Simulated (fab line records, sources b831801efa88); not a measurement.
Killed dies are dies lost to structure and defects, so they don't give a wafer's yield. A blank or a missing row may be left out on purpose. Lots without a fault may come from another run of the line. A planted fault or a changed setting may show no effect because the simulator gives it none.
Which tool did it? | flow gf180mcu | 13 lots, 39 wafers sampled, at 3 steps of a route of 602

WHAT THE GAUGES READ, wafer by wafer
GF_PSD_OVL_MEAS_08.
lot  | measured     | on         | PSD_OVL (nm)
L392 | day 14 09:11 | overlay-01 | -2.8 -1.5 -1.7
L393 | day 14 18:46 | overlay-02 | -3.0 -2.2 -1.0
L395 | day 15 11:52 | overlay-01 | -0.6 -1.8 -1.8
L396 | day 16 00:50 | overlay-01 | 0.6 -2.0 -1.6
L397 | day 16 03:05 | overlay-02 | -1.0 -5.6 -1.9
L402 | day 18 03:37 | overlay-02 | -0.5 -1.0 -3.5
L404 | day 18 18:40 | overlay-02 | -0.6 -0.4 -1.2
L405 | day 19 02:34 | overlay-01 | -1.7 -2.7 -0.5
L409 | day 20 19:56 | overlay-01 | -1.5 -0.5 0.0
L410 | day 21 00:07 | overlay-01 | -2.2 -1.2 -0.7
L412 | day 21 17:47 | overlay-02 | -1.0 -0.2 -1.6
L413 | day 22 01:46 | overlay-01 | 0.5 -2.9 -0.9
L414 | day 22 11:29 | overlay-01 | -0.7 -2.0 -0.1

GF_PSD_TW_MEAS_11.
lot  | measured     | on            | PSD_TW
L392 | day 14 09:29 | film_metro-04 | 3193 3205 3206
L393 | day 14 19:04 | film_metro-03 | 3188 3197 3189
L395 | day 15 12:10 | film_metro-03 | 3204 3222 3200
L396 | day 16 01:08 | film_metro-03 | 3198 3204 3203
L397 | day 16 03:23 | film_metro-02 | 3158 3163 3156
L402 | day 18 03:55 | film_metro-03 | 3216 3204 3199
L404 | day 18 18:58 | film_metro-03 | 3177 3199 3190
L405 | day 19 02:52 | film_metro-04 | 3205 3214 3204
L409 | day 20 20:13 | film_metro-02 | 3175 3187 3197
L410 | day 21 00:25 | film_metro-03 | 3203 3185 3192
L412 | day 21 18:05 | film_metro-02 | 3162 3163 3175
L413 | day 22 02:04 | film_metro-02 | 3161 3151 3167
L414 | day 22 11:46 | film_metro-02 | 3171 3180 3166

GF_SAB_OVL_MEAS_10.
lot  | measured     | on         | SAB_OVL (nm)
L392 | day 15 07:08 | overlay-02 | -0.6 -0.4 0.6
L393 | day 15 17:16 | overlay-01 | 2.8 0.7 1.0
L395 | day 16 11:04 | overlay-02 | -0.6 0.5 1.2
L396 | day 17 00:14 | overlay-02 | 0.7 1.3 1.4
L397 | day 17 02:44 | overlay-01 | 2.3 1.3 1.6
L402 | day 19 04:16 | overlay-02 | 0.4 5.6 4.2
L404 | day 19 20:20 | overlay-02 | 0.9 0.2 2.8
L405 | day 20 03:26 | overlay-01 | -0.2 -2.0 -1.8
L409 | day 21 20:47 | overlay-01 | 2.6 -2.3 -0.2
L410 | day 22 00:14 | overlay-01 | 1.5 -0.8 0.3
L412 | day 22 18:06 | overlay-01 | 0.3 -0.2 3.0
L413 | day 23 01:38 | overlay-01 | 0.5 0.6 2.6
L414 | day 23 11:08 | overlay-02 | -0.3 0.5 0.1

WHICH TOOL RAN EACH LOT (tool, then ch and the chambers of the sampled wafers, then the start)
The record holds no process step before these readings.

WHAT THE TOOLS THEMSELVES READ (means of the sampled wafers that have a number; where no wafer has one, the mark that the record gives instead)
The record holds no such reading with a usual standard deviation.

THE ANSWER, worked out from the rows above alone
Rule: what is usual is taken from the lots themselves. Put in order of their means at a reading, lots are off if they are a third of the lots or fewer, leave a main group of 4 or more, and stand apart from it by a gap of 3 or more times the standard deviation of the main group's means; of several such gaps the widest counts. A main group whose means are all the same, to the digits that the tables above print for the reading, isn't used. A lot without any number at a reading at which 4 lots or more have one is off too. The other lots that the step has rows for count as sound. The gauges are gone through in route order, then the tools' own readings, and for those a lot's mean is taken as printed above. The first step at which some lot is off is used, and at that step the reading that is off furthest; a lot without a number counts as furthest.
No lot is off at any reading shown: from this, nothing can be told.

WHAT THE SIMULATOR HAD PUT IN
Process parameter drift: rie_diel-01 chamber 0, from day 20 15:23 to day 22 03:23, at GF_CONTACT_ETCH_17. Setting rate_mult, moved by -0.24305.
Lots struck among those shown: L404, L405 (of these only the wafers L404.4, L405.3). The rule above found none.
